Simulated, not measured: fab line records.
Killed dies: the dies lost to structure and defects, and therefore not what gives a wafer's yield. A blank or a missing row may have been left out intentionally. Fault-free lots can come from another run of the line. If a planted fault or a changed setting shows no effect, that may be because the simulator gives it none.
Problem report, 8D (eight disciplines) form, completed by code / flow sky130 / the parts of the form that need people (team, actions taken, sign-off) are left out

== 1. THE ISSUE ==
Wafers free of any fault read 1444 (standard deviation 7.2) for LDD_HVN_TW at SKY_LDD_HVN_TW_MEAS_10, against a mean of 1289 on 6 wafers of 2 lots. Relative to the usual mean, that is a shift of -22 standard deviations.
The first sign was on wafer L399.1 at day 24 07:17, on film_metro-04. The record has a number at this step for 36 wafers belonging to 12 lots. Rule for "out" (also "out of limits"): further than 4 standard deviations from the usual mean. The other wafers with a number count as sound.

== 2. WHAT IT IS AND WHAT IT IS NOT ==
question=which readings at this step | is=LDD_HVN_TW | is not=-
question=which lots | is=L399, L400 | is not=L388, L389, L391, L392, L393, L395, L405, L408, L410, L411
question=which wafers of those lots | is=all that have a number | is not=-
question=read on which gauges | is=film_metro-01, film_metro-04 | is not=film_metro-02
question=when | is=from day 24 07:17 | is not=up to then (18 sound wafers); but 12 sound wafers of L405, L408, L410, L411 came after

== 3. WHAT RULES OUT EACH SUSPECT ==
Counting: a tool at a process step up to the reading stays a suspect if it ran every lot that is out and no sound lot after the first of them.
- the gauge at SKY_LDD_HVN_TW_MEAS_10: ruled out. The wafers that are out were read on 2 gauges (film_metro-01, film_metro-04).
- implanter-04 at SKY_LDD_HVN_IMPLANT_08: ruled out as a lasting fault. Sound lots L410 ran on it after its first lot that is out, L399 (day 24 07:02).
Left after counting: nothing in the record.

== 4. THE CAUSE (what the simulator had put in) ==
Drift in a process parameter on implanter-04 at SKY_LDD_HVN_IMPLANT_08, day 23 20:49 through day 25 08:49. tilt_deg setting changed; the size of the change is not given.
The count ruled it out by mistake, since the rule takes a fault to strike every lot its tool runs from the start of the fault on, and this one did not do so.

== 5. SEQUENCE OF EFFECTS, ordered by route ==
Each row: a reading where the mean over the struck wafers with a number is more than 3 standard deviations away from the usual. Only readings for which the record gives a usual standard deviation are gone through. hours: the time from each lot's start at the first step in this table that gives one to its start at this step, as a median over the lots. sigmas: the change in usual standard deviations.
hours=0; step=SKY_LDD_HVN_IMPLANT_08; reading=tilt_deg; usual=39.999 degrees; on struck wafers=0.004; change=-39.995; sigmas=-99 or more
hours=0; step=SKY_LDD_HVN_TW_MEAS_10; reading=LDD_HVN_TW; usual=1444; on struck wafers=1289; change=-155; sigmas=-22
The process steps in it:
- SKY_LDD_HVN_IMPLANT_08

== 6. WHAT WOULD HAVE CAUGHT IT SOONER ==
10 hours passed between the start of the fault at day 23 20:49 and the first reading out of limits at a measuring or inspecting step in this record, taken at day 24 07:17.
At SKY_LDD_HVN_IMPLANT_08, the tool's own readings (tilt_deg) were out on each struck wafer the step has a row for, so an alarm limit on them would have fired on the first such wafer.
